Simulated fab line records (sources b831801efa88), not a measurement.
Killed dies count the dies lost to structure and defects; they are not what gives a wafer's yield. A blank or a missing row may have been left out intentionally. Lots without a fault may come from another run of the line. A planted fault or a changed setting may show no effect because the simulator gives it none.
8D (eight disciplines) problem report, filled in by code :: flow sky130 :: the parts of the form that need people (team, actions taken, sign-off) are left out

== 1. THE ISSUE ==
Mean of cd nm at SKY_LOCAL_INTERCONNECT_CD_MEAS_11: 135.1 nm across 3 wafers in 3 lots; on wafers with no fault it is 169.9 nm (standard deviation 1.8). Relative to the usual mean, that is a shift of -19 standard deviations.
The step: target cd 170 nm.
First seen on wafer L997.1, day 30 22:21, on cd sem-01. The record has a number at this step for 43 wafers belonging to 15 lots. The rule behind "out" and "out of limits": a value lying over 4 standard deviations away from the usual mean. The other wafers with a number count as sound.

== 2. WHAT IT IS; WHAT IT IS NOT ==
question: which readings at this step
is: cd nm
is not: -

question: which lots
is: L100, L997, L998
is not: L107, L108, L109, L112, L113, L114, L115, L116, L117, L995, L996, L999

question: which wafers of those lots
is: L100.1, L997.1, L998.1
is not: L100.5, L997.6, L998.3, L998.6

question: read on which gauges
is: cd sem-01, cd sem-02
is not: -

question: when
is: from day 30 22:21
is not: up to then (7 sound wafers); but 33 sound wafers of L100, L107, L108, L109, L112, L113, L114, L115, L116, L117, L998, L999 came after

== 3. WHAT RULES OUT EACH SUSPECT ==
Counting: any tool at a process step up to the reading remains a suspect provided it ran every lot that is out. Sound lots after the first of them don't rule it out here, since some wafers of a struck lot are sound.
- the gauge at SKY_LOCAL_INTERCONNECT_CD_MEAS_11: ruled out. The wafers that are out were read on 2 gauges (cd sem-01, cd sem-02).
- krf scanner-02 at SKY_LOCAL_INTERCONNECT_EXPOSE_08 (exposes mask LI1M, target cd 170 nm): kept. Ran every lot that is out, first one L997 (day 30 09:05); last sound lot up to then L996 (day 29 17:25).
Left after counting: krf scanner-02 at SKY_LOCAL_INTERCONNECT_EXPOSE_08.

== 4. THE CAUSE (what the simulator had put in) ==
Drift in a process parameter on krf scanner-02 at SKY_LOCAL_INTERCONNECT_EXPOSE_08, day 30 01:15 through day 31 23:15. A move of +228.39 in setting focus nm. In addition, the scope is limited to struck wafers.
Counting left only this tool.

== 5. THE CHAIN OF EFFECTS, in route order ==
Rows list readings where the struck wafers' mean (over those with a number) sits beyond 3 standard deviations from the usual. Only readings whose record carries a usual standard deviation are examined. hours: median over the lots of the time between each lot's start at the first step of this table that gives one and its start at this step. sigmas: the change, counted in usual standard deviations.
hours: 0
step: SKY_LOCAL_INTERCONNECT_CD_MEAS_11
reading: cd nm
usual: 169.9 nm
on struck wafers: 135.1
change: -34.8
sigmas: -19

== 6. WHAT WOULD HAVE CAUGHT IT SOONER ==
The first out-of-limits reading at a measuring or inspecting step in this record came at day 30 22:21, 21 hours after the fault's start at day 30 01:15.
Lots out: 3; of these, L100 started SKY_LOCAL_INTERCONNECT_EXPOSE_08 on krf scanner-02 after day 30 22:21. It would have been spared by a hold on the tool at that moment.
